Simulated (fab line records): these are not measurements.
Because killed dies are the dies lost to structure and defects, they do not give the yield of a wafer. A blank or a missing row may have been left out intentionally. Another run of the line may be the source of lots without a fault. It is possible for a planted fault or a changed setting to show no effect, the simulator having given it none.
One fault seen from 2 desks || flow gf180mcu || every desk sees just its own numbers, and what lay behind them comes last

FROM THE METROLOGY DESK
Lot by lot, what the gauges showed, no matter which tool ran the lot: averages of those sampled wafers that carry a number. The brackets show how far a lot's mean lies from the usual mean; more than 4 standard deviations puts the lot out of limits, marked OUT.
Columns: A = HV_LDD_01_OVL at GF_HV_LDD_OVL_MEAS_20, usual 0.2 nm; B = HV_LDD_02_OVL at GF_HV_LDD_OVL_MEAS_32, usual 0.3 nm; C = HV_LDD_CVD_56_THK at GF_HV_LDD_THK_MEAS_57, usual 90.0 nm; D = cd-nm at GF_PSD_CD_MEAS_07, usual 399.6 nm
{"lot": "L808", "first seen here": "day 10 17:51", "A": -0.7, "B": 2.6, "C": 90.6, "D": 402.5}
{"lot": "L809", "first seen here": "day 11 05:26", "A": 0.9, "B": 1.2, "C": 90.4, "D": 399.9}
{"lot": "L812", "first seen here": "day 11 22:29", "A": 2.0, "B": -4.4, "C": 90.1, "D": 400.2}
{"lot": "L813", "first seen here": "day 12 00:59", "A": 0.8, "B": -1.0, "C": 89.9, "D": 395.9}
{"lot": "L815", "first seen here": "day 12 18:22", "A": 0.0, "B": -0.1, "C": 90.6, "D": 395.1}
{"lot": "L816", "first seen here": "day 13 01:05", "A": 0.6, "B": 2.5, "C": 89.9, "D": 401.3}
{"lot": "L817", "first seen here": "day 13 13:23", "A": 0.4, "B": 2.8, "C": 89.2, "D": 400.9}
{"lot": "L818", "first seen here": "day 13 20:44", "A": -0.9, "B": 2.9, "C": 89.5, "D": 396.7}
{"lot": "L828", "first seen here": "day 17 05:17", "A": 0.3, "B": 1.4, "C": 89.3, "D": 398.4}
{"lot": "L829", "first seen here": "day 18 02:56", "A": 0.4, "B": 0.8, "C": "81.8 (-11) OUT", "D": 399.6}
{"lot": "L830", "first seen here": "day 18 06:38", "A": 1.1, "B": -0.5, "C": 89.6, "D": 401.7}
{"lot": "L831", "first seen here": "day 18 17:49", "A": 1.0, "B": -0.5, "C": 89.5, "D": 397.7}
This desk reports L829 out of limits; the earliest was L829 at day 20 06:53 (HV_LDD_CVD_56_THK at GF_HV_LDD_THK_MEAS_57). In limits: L808, L809, L812, L813, L815, L816, L817, L818, L828, L830, L831.

THE TOOL OWNER'S DESK: lpcvd-02
The tool's own readings at GF_HV_LDD_CVD_56 (deposits Si3N4 from DCS/NH3, target thk 90 nm, time 1543 s): means of the sampled wafers that have a number, for each lot that ran on this tool. The brackets show how far a lot's mean lies from the usual mean; more than 4 standard deviations puts the lot out of limits, marked OUT.
Columns: A = spike-tc-centre-C at GF_HV_LDD_CVD_56, usual 770.5 C; B = spike-tc-lower-C at GF_HV_LDD_CVD_56, usual 770.2 C; C = spike-tc-top-C at GF_HV_LDD_CVD_56, usual 782 C; D = spike-tc-upper-C at GF_HV_LDD_CVD_56, usual 769.8 C; E = zone-power-centre-pct at GF_HV_LDD_CVD_56, usual 13.0 %; F = zone-power-top-pct at GF_HV_LDD_CVD_56, usual 23.8 %; G = zone-power-upper-pct at GF_HV_LDD_CVD_56, usual 12.8 %
{"lot": "L809", "first seen here": "day 12 21:57", "A": 771.6, "B": 769.4, "C": 783, "D": 770.3, "E": 12.3, "F": 21.4, "G": 12.7}
{"lot": "L812", "first seen here": "day 13 17:04", "A": 771.3, "B": 770.4, "C": 783, "D": 769.7, "E": 12.3, "F": 21.4, "G": 12.7}
{"lot": "L813", "first seen here": "day 13 19:56", "A": 771.1, "B": 770.1, "C": 782, "D": 771.0, "E": 12.3, "F": 21.5, "G": 12.7}
{"lot": "L828", "first seen here": "day 19 07:18", "A": "775.7 (+4.0) OUT", "B": 769.6, "C": 792, "D": "719.7 (-39) OUT", "E": 18.3, "F": 28.3, "G": "0.0 (-15) OUT"}
{"lot": "L829", "first seen here": "day 20 05:27", "A": "777.0 (+5.0) OUT", "B": 769.8, "C": 789, "D": "718.3 (-40) OUT", "E": "22.9 (+6.2) OUT", "F": "33.3 (+6.0) OUT", "G": "0.0 (-15) OUT"}
This desk's verdict: out of limits on L828, L829, starting with L828 at day 19 07:18 (spike-tc-centre-C at GF_HV_LDD_CVD_56). In limits: L809, L812, L813.

BROUGHT TOGETHER
The tool owner's desk had the chance to raise an alarm at day 19 07:18 on L828, L829.
Metrology desk: alarm possible at day 20 06:53 on L829.
The metrology desk holds a record of L828, inside its limits.
On lpcvd-02, each named lot ran GF_HV_LDD_CVD_56.

WHAT HAD BEEN PUT IN BY THE SIMULATOR
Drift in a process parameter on lpcvd-02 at GF_HV_LDD_CVD_56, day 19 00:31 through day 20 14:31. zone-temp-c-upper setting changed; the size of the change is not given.
Lots struck among those shown: L828, L829.
Counting hours from when the fault started, the first reading out of limits came at 7 for the tool owner's desk and at 30 for the metrology desk.
